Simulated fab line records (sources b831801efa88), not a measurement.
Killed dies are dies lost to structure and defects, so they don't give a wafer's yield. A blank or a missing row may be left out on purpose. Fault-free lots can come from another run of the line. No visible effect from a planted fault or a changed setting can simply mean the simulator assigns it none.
One fault seen from 2 desks	flow gf180mcu	only its own numbers are on each desk; what lay behind them is given at the end

## TOOL OWNER'S DESK, hdpcvd-01
The tool's own readings at GF_V4_CVD_00 (deposits SiO2, target thk 600 nm, time 100 s): means of the sampled wafers that have a number, for each lot that ran on this tool. Marked OUT: a lot whose mean sits more than 4 standard deviations from the usual mean, which makes it out of limits; the brackets give that distance.
Columns: A = sih4_flow_sccm at GF_V4_CVD_00, usual 59.99 sccm
lot	first seen here	A
L690	day 24 20:43	60.02
L693	day 25 22:26	60.22
L694	day 26 04:58	29.85 (-99 or more) OUT
L697	day 26 17:20	29.92 (-99 or more) OUT
L705	day 29 00:56	59.93
L706	day 29 15:20	59.92
L707	day 29 16:49	60.15
L710	day 30 09:56	59.89
L711	day 30 15:05	59.85
This desk's finding: out of limits on L694, L697; first on L694, day 26 04:58 (sih4_flow_sccm at GF_V4_CVD_00). In limits: L690, L693, L705, L706, L707, L710, L711.

## FROM THE METROLOGY DESK
Means of the sampled wafers that have a number, per lot and without regard to the tool the lot ran on: this is what the gauges read. Marked OUT: a lot whose mean sits more than 4 standard deviations from the usual mean, which makes it out of limits; the brackets give that distance.
Columns: A = V4_CVD_00_THK at GF_V4_THK_MEAS_01, usual 601 nm
lot	first seen here	A
L688	day 22 23:29	592
L689	day 24 05:31	606
L690	day 24 20:47	600
L692	day 25 11:58	607
L693	day 25 22:31	595
L694	day 26 05:02	301 (-39) OUT
L697	day 26 17:25	299 (-39) OUT
L704	day 28 23:11	608
L705	day 29 01:01	601
L706	day 29 15:24	599
L707	day 29 16:53	604
L710	day 30 10:01	595
L711	day 30 15:09	595
This desk reports L694, L697 out of limits; the earliest was L694 at day 26 05:02 (V4_CVD_00_THK at GF_V4_THK_MEAS_01). In limits: L688, L689, L690, L692, L693, L704, L705, L706, L707, L710, L711.

## TAKEN TOGETHER
At day 26 04:58, on L694, L697, the tool owner's desk was in a position to raise an alarm.
The metrology desk could have raised an alarm at day 26 05:02, on L694, L697.
The lots listed all ran GF_V4_CVD_00 on hdpcvd-01.

## WHAT THE SIMULATOR PUT IN
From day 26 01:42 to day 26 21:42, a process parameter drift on hdpcvd-01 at GF_V4_CVD_00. Setting sih4_flow_sccm shifted by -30 from 60. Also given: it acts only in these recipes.
Shown lots that were struck: L694, L697.
Counting hours from when the fault started, the first reading out of limits came at 3 for the tool owner's desk and at 3 for the metrology desk.
